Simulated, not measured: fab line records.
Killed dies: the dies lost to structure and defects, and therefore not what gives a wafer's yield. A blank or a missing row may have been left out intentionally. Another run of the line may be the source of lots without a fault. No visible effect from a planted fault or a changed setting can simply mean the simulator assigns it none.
fab line records | flow sky130
[record] lots = 11 wafers = 32 lastDay = 50
route steps=708 shown FIELD_ISO@1 PWDE@54 VT_ADJUST_NCORE@129 LI_CONTACT@376
lots untouched by any fault: they come from a run of this same line in which no faults occurred
startH: hours from the record's first day to the start of the lot's first wafer shown | waitH: hours elapsed since this lot's preceding step | " identical to the entry in the row above | L1.1+2: several wafers, shown together as one row | - either no value or no given start | * or withheld: withheld | < > ~ a bound
route shown NAME@n: names a module that has steps shown in the file, with the first one's number in the route | usual: mean/standard deviation of fault-free wafers | same: alike in all rows | chamber/n: place in a boat | sites: the reading at each site | _std_site: standard deviation of those values | _edge_site: the outer-site mean with the inner-site mean subtracted | radiusMm: how far each site lies from the wafer's centre | mask NAME#n: copy n | behind: the most recent tool/chamber to have shaped the wafer | hold: why the lot went on hold/how many hours it stayed there/how the hold came to an end | device: the transistor (n, p or np) that didn't switch | end of line: the route-end tests of the same wafers | step lacking rows: just its recipe | killed: dies that structure and defects cost at the first sort, which is not the same as the wafer's yield | map: the dies of a wafer, with x for killed, . for not killed, _ for no die there
set.NAME: the setting as run; set.NAME@STEP: as run at that earlier step | model.NAME: the simulator's own value behind a step, which no gauge read
one table for each step of the route and one row for each wafer, over a sample of lots
services: the hour from which a tool's chamber was out of use, counted from the record's first day as startH (under 0 if before that day), plus the number of hours and why
[[steps]]
[step SKY_FIELD_ISO_BOW_MEAS_00]
[recipe] mode = bow
[usual] INCOMING_BOW = 0/6.6
// columns lot.wafer tool chamber startH waitH INCOMING_BOW[um]
L821.1 filmMetro-03 - 10.00 - -1
L821.2 " - " " -4
L821.3 " - " " -3
L822.2 filmMetro-02 - 15.02 - -5
L822.3 " - " " -7
L822.4 " - " " -1
L823.1 filmMetro-03 - 20.00 - -11
L823.4 " - " " 9
L823.6 " - " " -7
L826.1 filmMetro-04 - 35.00 - 8
L826.2 " - " " -12
L826.6 " - " " 4
L827.1 filmMetro-04 - 40.00 - 1
L827.4 " - " " 3
L827.6 " - " " -3
L830.4 filmMetro-04 - 55.06 - -7
L830.5 " - " " 3
L834.4 filmMetro-02 - 75.06 - 7
L834.5 " - " " 4
L834.6 " - " " 4
L837.1 filmMetro-02 - 90.00 - -15
L837.4 " - " " -1
L837.5 " - " " 0
L840.1 filmMetro-04 - 105.00 - -4
L840.3 " - " " -5
L840.6 " - " " 5
L843.4 filmMetro-03 - 120.06 - 8
L843.5 " - " " -3
L843.6 " - " " -8
L844.2 filmMetro-03 - 125.02 - -9
L844.3 " - " " -3
L844.6 " - " " -6
[step SKY_PWDE_STRIP_09]
[recipe] chemistry = O2/N2 powerW = 1400 pressureMtorr = 1500 platenTempC = withheld o2FlowSccm = 3000 n2FlowSccm = 300 overashFraction = 0.5
[usual] drypumpMotorCurrentA = 5.8/0.5 o2FlowSccm = 3000/9.1 oesProductAu = 0.722/0.0049 stripTimeToEndpointS = 36.92/0.087
[same] overashFraction = 0.5
// columns lot.wafer tool chamber startH waitH drypumpMotorCurrentA o2FlowSccm oesProductAu rfHoursCounterH stripTimeToEndpointS
L821.1 plasmaAsher-03 1 78.84 0.1 5.6 3006 0.717 38 36.80
L821.2 " 0 " " 6.2 3005 0.723 38 36.86
L821.3 " 1 " " 5.6 3013 0.722 - 36.94
L822.2 plasmaAsher-03 0 91.75 0.1 6.2 3017 0.725 39 36.94
L822.3 " 1 " " 5.6 3005 0.722 - 37.01
L822.4 " 0 " " 6.2 2997 0.717 - 36.92
L823.1 plasmaAsher-03 1 99.10 0.1 5.6 2993 0.724 40 36.84
L823.4 " 0 " " 6.2 3007 0.717 - 36.88
L823.6 " 0 " " 6.2 3009 0.719 - 36.81
L826.1 plasmaAsher-02 1 107.90 0.1 5.7 2995 0.726 36 36.80
L826.2 " 0 " " 6.6 3008 0.719 36 36.88
L826.6 " 1 " " 5.7 3003 0.724 - 36.80
L827.1 plasmaAsher-03 1 108.21 0.1 5.6 2986 0.725 41 37.11
L827.4 " 0 " " 6.1 3002 0.723 - 37.05
L827.6 " 1 " " 5.6 3006 0.718 - 37.11
L830.4 plasmaAsher-04 1 127.78 0.1 5.9 2992 0.734 - 37.03
L830.5 " 1 " " 5.9 2985 0.720 - 37.04
L834.4 plasmaAsher-04 0 145.03 0.1 5.0 3002 0.715 - 36.91
L834.5 " 1 " " 5.9 2999 0.726 - 36.83
L834.6 " 0 " " 5.0 2998 0.726 - 36.83
L837.1 plasmaAsher-04 0 161.61 0.1 5.0 2996 0.722 33 36.99
L837.4 " 0 " " 5.0 2995 0.721 - 36.96
L837.5 " 0 " " 5.0 3015 0.714 - 36.92
L840.1 plasmaAsher-04 1 177.85 0.1 5.9 2989 0.725 35 36.96
L840.3 " 0 " " 5.0 2994 0.723 - 36.97
L840.6 " 0 " " 5.0 2997 0.721 - 36.86
L843.4 plasmaAsher-02 0 190.68 0.1 6.7 2998 0.725 - 36.99
L843.5 " 0 " " 6.7 2981 0.715 - 36.87
L843.6 " 1 " " 5.7 3001 0.715 - 36.98
L844.2 plasmaAsher-02 0 197.59 0.1 6.7 3006 0.718 8 36.86
L844.3 " 1 " " 5.7 3013 0.723 - 36.87
L844.6 " 0 " " 6.7 2999 0.721 - 36.87
[step SKY_VT_ADJUST_NCORE_STRIP_10]
[recipe] chemistry = O2/N2 powerW = 1400 pressureMtorr = 1500 platenTempC = withheld o2FlowSccm = 3000 n2FlowSccm = 300 overashFraction = 0.5
[usual] drypumpMotorCurrentA = 5.9/0.52 o2FlowSccm = 3000/9.5 oesProductAu = 0.716/0.0046 stripTimeToEndpointS = 14.19/0.042
[same] overashFraction = 0.5
// columns lot.wafer tool chamber startH waitH drypumpMotorCurrentA o2FlowSccm oesProductAu rfHoursCounterH stripTimeToEndpointS
L821.1 plasmaAsher-02 1 191.78 0.1 5.7 3009 0.710 7 14.14
L821.2 " 0 " " 6.7 2993 0.712 7 14.10
L821.3 " 0 " " 6.7 3023 0.715 - 14.17
L822.2 plasmaAsher-03 0 210.61 0.1 6.2 2981 0.719 51 14.22
L822.3 " 0 " " 6.2 2981 0.715 - 14.20
L822.4 " 1 " " 5.5 3002 0.715 - 14.21
L823.1 plasmaAsher-02 1 219.82 0.1 5.7 3000 0.715 10 14.18
L823.4 " 0 " " 6.6 3023 0.714 - 14.15
L823.6 " 1 " " 5.7 2985 0.707 - 14.15
L826.1 plasmaAsher-03 1 232.41 0.1 5.6 2989 0.708 53 14.16
L826.2 " 0 " " 6.2 3005 0.721 53 14.12
L826.6 " 0 " " 6.2 2995 0.717 - 14.16
L827.1 plasmaAsher-02 1 232.67 0.1 5.7 3003 0.718 11 14.25
L827.4 " 0 " " 6.7 3011 0.717 - 14.27
L827.6 " 0 " " 6.7 3007 0.708 - 14.24
L830.4 plasmaAsher-02 1 256.55 0.1 5.7 2996 0.716 - 14.22
L830.5 " 1 " " 5.7 2990 0.719 - 14.21
L834.4 plasmaAsher-02 1 285.45 0.1 5.7 3004 0.709 - 14.19
L834.5 " 0 " " 6.7 3001 0.721 - 14.21
L834.6 " 1 " " 5.7 3005 0.707 - 14.26
L837.1 plasmaAsher-04 0 299.06 0.1 5.0 3012 0.721 46 14.18
L837.4 " 1 " " 5.9 3012 0.717 - 14.14
L837.5 " 0 " " 5.0 2989 0.714 - 14.22
L840.1 plasmaAsher-03 1 320.13 0.1 5.6 3010 0.718 64 14.26
L840.3 " 1 " " 5.6 3000 0.715 - 14.20
L840.6 " 1 " " 5.6 2997 0.721 - 14.23
L843.4 plasmaAsher-04 1 336.00 0.1 5.9 2995 0.717 - 14.12
L843.5 " 1 " " 5.9 2977 0.709 - 14.14
L843.6 " 0 " " 5.0 2996 0.725 - 14.09
L844.2 plasmaAsher-04 0 342.88 0.1 5.0 2998 0.714 50 14.25
L844.3 " 0 " " 5.0 3002 0.707 - 14.24
L844.6 " 0 " " 5.0 3001 0.712 - 14.26
[step SKY_LI_CONTACT_ETCH_14]
[recipe] chemistry = N2/H2 target = BARC ionEnergyEv = 200 sourceW = 500 biasW = 100 pressureMtorr = 30 n2FlowSccm = 100 h2FlowSccm = 200 stopOn = SiO2 timeS = 45.9 targetDepthA = 600
[usual] drypumpMotorCurrentA = 5.7/0.42 oesProductAu = 0.855/0.005 runLengthS = 74.2/0.45 throttleValvePct = 13.225/0.0089
// columns lot.wafer tool chamber startH waitH drypumpMotorCurrentA oesProductAu rfHoursCounterH runLengthS throttleValvePct
L821.1 rieDiel-04 1 693.60 0.0 6.0 0.856 9 74.1 13.232
L821.2 " 3 " " 5.6 0.853 57 73.9 13.220
L821.3 " 2 " " 5.6 0.855 13 73.7 13.214
L822.2 rieDiel-01 0 715.82 0.0 5.4 0.856 10 74.0 13.227
L822.3 " 2 " " 6.0 0.853 7 74.3 13.240
L822.4 " 0 " " 5.4 0.856 - 74.3 13.233
L823.1 rieDiel-02 2 719.65 0.0 5.2 0.858 13 73.6 13.213
L823.4 " 0 " " 5.4 0.863 0 74.7 13.224
L823.6 " 0 " " 5.4 0.857 - 74.5 13.220
L826.1 rieDiel-02 2 729.77 0.0 5.1 0.861 13 73.6 13.219
L826.2 " 0 " " 5.4 0.855 0 75.1 13.236
L826.6 " 0 " " 5.4 0.853 - 74.6 13.240
L827.1 rieDiel-02 0 733.56 0.0 5.4 0.852 0 74.7 13.224
L827.4 " 1 " " 6.5 0.863 9 73.7 13.235
L827.6 " 3 " " 5.3 0.863 - 74.4 13.237
L830.4 rieDiel-02 1 766.61 0.0 6.5 0.996 9 54.4 13.248
L830.5 " 3 " " 5.2 1.000 - 55.3 13.236
L834.4 rieDiel-02 2 793.55 0.0 5.2 1.005 - 54.3 13.239
L834.5 " 0 " " 5.4 1.021 - 55.0 13.239
L834.6 " 1 " " 6.5 0.854 - 74.0 13.214
L837.1 rieDiel-01 0 805.35 0.0 5.4 0.849 13 74.3 13.219
L837.4 " 3 " " 5.7 0.856 11 74.6 13.227
L837.5 " 3 " " 5.7 0.845 - 74.2 13.233
L840.1 rieDiel-01 1 830.45 0.0 6.2 0.853 23 73.7 13.220
L840.3 " 3 " " 5.7 0.861 12 74.4 13.220
L840.6 " 0 " " 5.4 0.849 - 74.7 13.234
L843.4 rieDiel-01 2 839.85 0.0 6.0 0.853 10 74.6 13.231
L843.5 " 1 " " 6.2 0.860 - 74.0 13.230
L843.6 " 2 " " 6.0 0.851 - 74.1 13.226
L844.2 rieDiel-01 2 846.92 0.0 6.0 0.856 10 74.0 13.227
L844.3 " 3 " " 5.7 0.850 12 74.1 13.211
L844.6 " 3 " " 5.7 0.852 - 74.5 13.224
[step SKY_LI_CONTACT_STRIP_16]
[recipe] chemistry = O2/N2 powerW = 1400 pressureMtorr = 1500 platenTempC = withheld o2FlowSccm = 3000 n2FlowSccm = 300 overashFraction = 0.5
[usual] drypumpMotorCurrentA = 5.8/0.54 o2FlowSccm = 3000/8 oesProductAu = 0.375/0.0046 stripTimeToEndpointS = 3.50/0.032
[same] overashFraction = 0.5
// columns lot.wafer tool chamber startH waitH drypumpMotorCurrentA o2FlowSccm oesProductAu rfHoursCounterH stripTimeToEndpointS
L821.1 plasmaAsher-04 0 693.76 - 5.0 3002 0.378 87 3.48
L821.2 " 1 " " 6.0 2994 0.380 87 3.50
L821.3 " 0 " " 5.0 2997 0.373 - 3.50
L822.2 plasmaAsher-03 0 715.95 - 6.2 3004 0.367 98 3.47
L822.3 " 1 " " 5.6 3004 0.368 - 3.46
L822.4 " 0 " " 6.2 3001 0.378 - 3.45
L823.1 plasmaAsher-02 1 719.78 - 5.7 2995 0.374 60 3.51
L823.4 " 0 " " 6.7 3005 0.377 - 3.49
L823.6 " 0 " " 6.7 3009 0.374 - 3.48
L826.1 plasmaAsher-04 1 729.90 - 5.9 3006 0.378 91 3.49
L826.2 " 0 " " 5.0 2995 0.371 91 3.48
L826.6 " 1 " " 5.9 3008 0.380 - 3.48
L827.1 plasmaAsher-02 1 733.69 - 5.7 2996 0.375 61 3.50
L827.4 " 0 " " 6.7 2994 0.382 - 3.53
L827.6 " 1 " " 5.7 2996 0.379 - 3.53
L830.4 plasmaAsher-03 1 766.77 - 5.6 3009 0.385 - 3.71
L830.5 " 0 " " 6.2 3004 0.381 - 3.71
L834.4 plasmaAsher-03 0 793.69 - 6.2 2994 0.383 - 3.73
L834.5 " 0 " " 6.2 2994 0.380 - 3.65
L834.6 " 1 " " 5.6 2984 0.384 - 3.55
L837.1 plasmaAsher-03 0 805.48 - 6.2 3002 0.382 6 3.52
L837.4 " 1 " " 5.6 2988 0.382 - 3.54
L837.5 " 1 " " 5.6 2995 0.374 - 3.56
L840.1 plasmaAsher-04 1 830.58 - 5.9 2993 0.380 101 3.52
L840.3 " 1 " " 5.9 2987 0.379 - 3.53
L840.6 " 1 " " 5.9 2999 0.381 - 3.49
L843.4 plasmaAsher-04 0 840.01 - 5.0 2990 0.377 - 3.45
L843.5 " 1 " " 5.9 3002 0.369 - 3.48
L843.6 " 0 " " 5.0 2992 0.367 - 3.43
L844.2 plasmaAsher-02 1 847.05 - 5.7 3018 0.373 71 3.41
L844.3 " 1 " " 5.7 3004 0.371 - 3.49
L844.6 " 1 " " 5.7 3006 0.375 - 3.48
[[services]]
// columns tool chamber startH hours kind
plasmaAsher-04 - 70.29 3.5 repair
plasmaAsher-04 - 73.01 2.0 repair
plasmaAsher-03 - 73.02 3.2 repair
plasmaAsher-04 - 103.70 2.8 pm
plasmaAsher-02 - 108.75 9.0 pm
plasmaAsher-04 - 173.80 4.0 repair
plasmaAsher-04 - 224.96 14.6 pm
plasmaAsher-04 - 254.95 1.3 repair
plasmaAsher-02 - 296.56 4.3 pm
plasmaAsher-02 - 333.61 3.1 repair
plasmaAsher-04 - 381.16 2.2 repair
plasmaAsher-03 - 430.74 1.3 repair
plasmaAsher-04 - 543.18 0.8 repair
plasmaAsher-03 - 547.99 54.4 pm
plasmaAsher-04 - 599.26 4.6 repair
plasmaAsher-02 - 605.16 0.5 repair
plasmaAsher-04 - 613.08 0.8 repair
plasmaAsher-02 - 621.26 28.1 pm
plasmaAsher-03 - 679.06 3.1 repair
plasmaAsher-02 - 692.86 2.8 pm
plasmaAsher-03 - 726.85 3.9 repair
plasmaAsher-03 - 733.75 9.0 pm
plasmaAsher-03 - 738.77 3.7 repair
plasmaAsher-03 - 808.35 2.8 pm
[[key]]
[firstSign] step = SKY_LI_CONTACT_ETCH_14 reading = runLengthS direction = down sigmas = 43 usual = * struck = *
[effect] step = SKY_LI_CONTACT_ETCH_14 reading = oesProductAu direction = up sigmas = 30 usual = 0.855 struck = 1.005
[effect] step = SKY_LI_CONTACT_STRIP_16 reading = stripTimeToEndpointS direction = up sigmas = 6.2 usual = * struck = *
metAt SKY_LI_CONTACT_ETCH_14
struckLots L830,L834
struckWafers L830.4,L830.5,L834.4,L834.5
testerLeftOut L830,L834
notActingAt SKY_FIELD_ISO_BOW_MEAS_00,SKY_PWDE_STRIP_09,SKY_VT_ADJUST_NCORE_STRIP_10
onsetBetween 733.56 766.61
[fault] kind = processParameterDrift tool = rieDiel-02 chamber = - onsetH = 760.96 steps = SKY_LI_CONTACT_ETCH_14 channel = timeS offset = * shape = step endH = 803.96 scope = struckWafersOnly actsIn = * stated = *
// testerLeftOut: of these lots the tester's yield and bins aren't shown, on N5 and GAA mostly nor the transistor test; their killed dies are dies lost to structure and defects alone, not to doping, threshold or leakage, so they don't give the yield
